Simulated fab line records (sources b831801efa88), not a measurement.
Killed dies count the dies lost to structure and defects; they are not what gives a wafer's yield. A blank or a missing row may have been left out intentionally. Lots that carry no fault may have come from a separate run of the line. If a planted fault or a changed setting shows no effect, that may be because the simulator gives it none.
The tool behind it: which one?	flow sky130	12 lots with 36 wafers sampled at 5 steps, on a route of 708 steps

## WHAT THE GAUGES SHOWED, per wafer
SKY_SD_N_CD_MEAS_07: the cd target is 380 nm.
lot	measured	on	cd_nm (nm)
L301	day 27 11:11	cd_sem-01	378.0 380.2 379.6
L302	day 27 19:28	cd_sem-02	381.3 379.0 382.0
L303	day 28 06:59	cd_sem-02	381.3 379.6 380.3
L304	day 28 14:58	cd_sem-01	378.8 382.6 379.4
L305	day 29 19:31	cd_sem-01	373.8 376.7 377.1
L307	day 30 03:40	cd_sem-02	382.0 382.7 383.8
L316	day 32 18:40	cd_sem-02	372.1 370.4 368.1 372.3 370.3 368.1
L318	day 33 11:07	cd_sem-02	376.2 376.3 378.7
L319	day 33 12:54	cd_sem-02	380.5 382.4 380.4
L321	day 34 04:37	cd_sem-01	381.0 383.4 380.2
L320	day 34 15:04	cd_sem-01	382.0 384.6 383.1
L322	day 35 05:13	cd_sem-01	379.5 380.6 382.7

SKY_LI_CONTACT_BOW_MEAS_03.
lot	measured	on	LI_CONTACT_BOW (um)
L301	day 27 12:52	film_metro-04	60 58 55
L302	day 27 21:08	film_metro-02	45 56 57
L303	day 28 08:40	film_metro-04	68 61 63
L304	day 28 16:39	film_metro-01	48 50 60
L305	day 29 21:12	film_metro-02	55 59 64
L307	day 30 05:25	film_metro-01	58 54 61
L316	day 33 01:01	film_metro-01	67 70 53
L318	day 33 12:51	film_metro-04	48 52 54
L319	day 33 14:35	film_metro-01	60 59 53
L321	day 34 06:18	film_metro-04	55 57 56
L320	day 34 17:02	film_metro-01	57 39 62
L322	day 35 06:53	film_metro-01	60 60 61

## TOOL THAT RAN EACH LOT (tool first, then ch and the chambers of the sampled wafers, then the start)
lot	SKY_POLY_CUT_STRIP_12	SKY_SD_N_DEVELOP_06	SKY_SD_N_RTA_14
L301	plasma_asher-01 ch 0,1, day 23 19:16	litho_track-03 ch 0, day 27 11:02	rtp_anneal-01 ch 0, day 27 11:50
L302	plasma_asher-01 ch 0,1, day 24 04:32	litho_track-04 ch 0, day 27 19:19	rtp_anneal-02 ch 0, day 27 20:07
L303	plasma_asher-03 ch 0,1, day 24 16:30	litho_track-04 ch 0, day 28 06:50	rtp_anneal-01 ch 0, day 28 07:40
L304	plasma_asher-04 ch 0,1, day 25 00:07	litho_track-02 ch 0, day 28 14:49	rtp_anneal-02 ch 0, day 28 15:38
L305	plasma_asher-04 ch 0,1, day 26 06:57	litho_track-02 ch 0, day 29 19:22	rtp_anneal-01 ch 0, day 29 20:11
L307	plasma_asher-01 ch 0, day 26 14:51	litho_track-03 ch 0, day 30 03:31	rtp_anneal-01 ch 0, day 30 04:20
L316	plasma_asher-04 ch 0,1, day 29 10:15	litho_track-04 ch 0, day 32 18:31	rtp_anneal-02 ch 0, day 32 23:20
L318	plasma_asher-03 ch 1, day 30 00:39	litho_track-03 ch 0, day 33 10:58	rtp_anneal-02 ch 0, day 33 11:47
L319	plasma_asher-04 ch 0,1, day 30 04:50	litho_track-03 ch 0, day 33 12:46	rtp_anneal-01 ch 0, day 33 13:33
L321	plasma_asher-01 ch 0,1, day 30 20:35	litho_track-02 ch 0, day 34 04:28	rtp_anneal-02 ch 0, day 34 05:17
L320	plasma_asher-03 ch 0, day 31 05:39	litho_track-02 ch 0, day 34 14:55	rtp_anneal-01 ch 0, day 34 15:47
L322	plasma_asher-01 ch 0,1, day 31 21:40	litho_track-03 ch 0, day 35 05:04	rtp_anneal-02 ch 0, day 35 05:53
- SKY_POLY_CUT_STRIP_12: strips in O2/N2.
- SKY_SD_N_DEVELOP_06: develop time 60 s.
- SKY_SD_N_RTA_14: time 2 s.

## AS READ BY THE TOOLS THEMSELVES (means over the sampled wafers that have a number; for cases with no such wafer, the mark the record gives instead)
SKY_POLY_CUT_STRIP_12.
lot	tool	drypump_motor_current_A (A)	oes_product_au (a.u.)	strip_time_to_endpoint_s (s)
L301	plasma_asher-01	5.2	0.449	5.353
L302	plasma_asher-01	5.5	0.455	5.348
L303	plasma_asher-03	5.4	0.450	5.377
L304	plasma_asher-04	5.1	0.450	5.358
L305	plasma_asher-04	5.4	0.450	5.359
L307	plasma_asher-01	5.7	0.456	5.370
L316	plasma_asher-04	5.4	0.454	5.374
L318	plasma_asher-03	5.4	0.449	5.360
L319	plasma_asher-04	5.1	0.449	5.344
L321	plasma_asher-01	5.4	0.453	5.371
L320	plasma_asher-03	5.4	0.452	5.367
L322	plasma_asher-01	5.5	0.456	5.351

SKY_SD_N_RTA_14.
lot	tool	anneal_temp_c_max	lamp_power_pct (%)	wafer_temp_C_max
L301	rtp_anneal-01	1079.6	15.80	1078.8
L302	rtp_anneal-02	1081.6	15.73	1078.1
L303	rtp_anneal-01	1079.9	15.75	1078.9
L304	rtp_anneal-02	1082.2	15.75	1077.2
L305	rtp_anneal-01	1080.5	15.69	1079.0
L307	rtp_anneal-01	1081.4	15.71	1077.3
L316	rtp_anneal-02	1082.4	15.69	1078.7
L318	rtp_anneal-02	1081.4	15.72	1079.3
L319	rtp_anneal-01	1081.5	15.72	1078.9
L321	rtp_anneal-02	1081.9	15.73	1077.1
L320	rtp_anneal-01	1080.9	15.70	1078.3
L322	rtp_anneal-02	1082.8	15.77	1078.0

## THE ANSWER, worked out from the rows above alone
Rule: usual is defined by the lots themselves. The widest of any qualifying gaps counts: lots, ordered by their means at a reading, are off when they make up no more than a third of the lots, leave a main group of 4 or more, and stand apart from it by 3 or more times the standard deviation of that group's means. A main group is skipped when, at the precision printed for the reading in the tables above, its means are all equal. Also off: a lot with no number at a reading for which 4 or more lots have one. The other lots that the step has rows for count as sound. The gauges are gone through in route order, then the tools' own readings, and for those a lot's mean is taken as printed above. At the first step where some lot is off, the reading lying furthest off is the one used; lots without a number count as furthest.
Nothing can be told from this: no lot is off at any reading shown.

## WHAT THE SIMULATOR PUT IN
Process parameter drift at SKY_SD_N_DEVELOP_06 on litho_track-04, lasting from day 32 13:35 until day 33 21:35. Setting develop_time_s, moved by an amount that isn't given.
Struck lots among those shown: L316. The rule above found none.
